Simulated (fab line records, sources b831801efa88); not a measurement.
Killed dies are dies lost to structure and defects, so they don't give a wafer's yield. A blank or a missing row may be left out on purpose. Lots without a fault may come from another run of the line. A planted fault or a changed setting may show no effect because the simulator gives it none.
Problem report in the 8D (eight disciplines) form, filled by code | flow sky130 | the parts of the form that need people (team, actions taken, sign-off) are left out

1. THE PROBLEM
CAP2M_TIN_RS at SKY_CAP2M_RS_MEAS_03 reads a mean of 4.81 ohm/sq on 2 wafers of 1 lot; wafers without a fault read 6.91 ohm/sq with a standard deviation of 0.07. That is -30 standard deviations from the usual mean.
The step: measures by four-point-probe.
First seen on wafer L544.4, day 42 05:31, on film_metro-01. The record holds 32 wafers of 11 lots with a number at this step. Rule for "out", or "out of limits": more than 4 standard deviations from the usual mean. The other wafers with a number count as sound.

2. WHAT IT IS AND WHAT IT IS NOT
question                    | is                     | is not
which readings at this step | CAP2M_TIN_RS           | -
which lots                  | L544                   | L540, L541, L548, L553, L554, L559, L560, L561, L562, L563
which wafers of those lots  | all that have a number | -
read on which gauges        | film_metro-01          | film_metro-02, film_metro-04
when                        | from day 42 05:31      | up to then (6 sound wafers); but 24 sound wafers of L548, L553, L554, L559, L560, L561, L562, L563 came after

3. SUSPECTS, AND WHAT RULES EACH OUT
Counting: a tool at a process step up to the reading stays a suspect if it ran every lot that is out and no sound lot after the first of them.
- the gauge at SKY_CAP2M_RS_MEAS_03: ruled out. All the wafers that are out were read on film_metro-01, but those of them that SKY_CAP2M_METAL_ETCH_13 has rows for are out there too, on other tools.
- plasma_asher-03 at SKY_LI_CONTACT_STRIP_16 (strips in O2/N2): ruled out as a lasting fault. Sound lots L559, L561, L563 ran on it after its first lot that is out, L544 (day 32 04:43).
- pvd_sputter-02 at SKY_CAP2M_SPUTTER_02 (material TiN, target thk 200 nm, time 166.7 s): ruled out as a lasting fault. Sound lots L561, L562 ran on it after its first lot that is out, L544 (day 42 05:21).
Left after counting: nothing in the record.

4. THE CAUSE (what the simulator had put in)
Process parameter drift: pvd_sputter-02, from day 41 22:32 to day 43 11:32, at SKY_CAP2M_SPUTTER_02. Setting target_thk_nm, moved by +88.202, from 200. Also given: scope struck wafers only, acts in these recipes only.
Counting ruled it out, wrongly: the rule takes a fault to strike every lot that its tool runs from its start on, and this one did not.

5. THE CHAIN OF EFFECTS, in route order
Each row: a reading whose mean over the struck wafers that have a number lies more than 3 standard deviations from the usual. Only readings for which the record gives a usual standard deviation are gone through. hours: the time from each lot's start at the first step in this table that gives one to its start at this step, as a median over the lots. sigmas: the change in usual standard deviations.
hours | step                    | reading            | usual       | on struck wafers | change | sigmas
0     | SKY_CAP2M_RS_MEAS_03    | CAP2M_TIN_RS       | 6.91 ohm/sq | 4.81             | -2.10  | -30
0     | SKY_CAP2M_THK_MEAS_04   | CAP2M_TIN_THK      | 201.5 nm    | 287.3            | +85.8  | +32
24    | SKY_CAP2M_METAL_ETCH_13 | oes_product_au     | 0.941 a.u.  | 0.994            | +0.053 | +7.5
24    | SKY_CAP2M_METAL_ETCH_13 | throttle_valve_pct | 21.902 %    | 21.871           | -0.031 | -3.1
The process steps in it:
- SKY_CAP2M_METAL_ETCH_13: etches TiN in Cl2/BCl3, stops on SiO2, target depth 220 nm, time 62.9 s.

6. WHAT WOULD HAVE CAUGHT IT SOONER
In this record the first reading out of limits at a measuring or inspecting step was taken at day 42 05:31, 7 hours after the fault began at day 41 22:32.
Of the tool readings at SKY_CAP2M_SPUTTER_02 for which the record gives a usual standard deviation, none was out on any struck wafer, so an alarm limit of 4 standard deviations on them would not have fired.
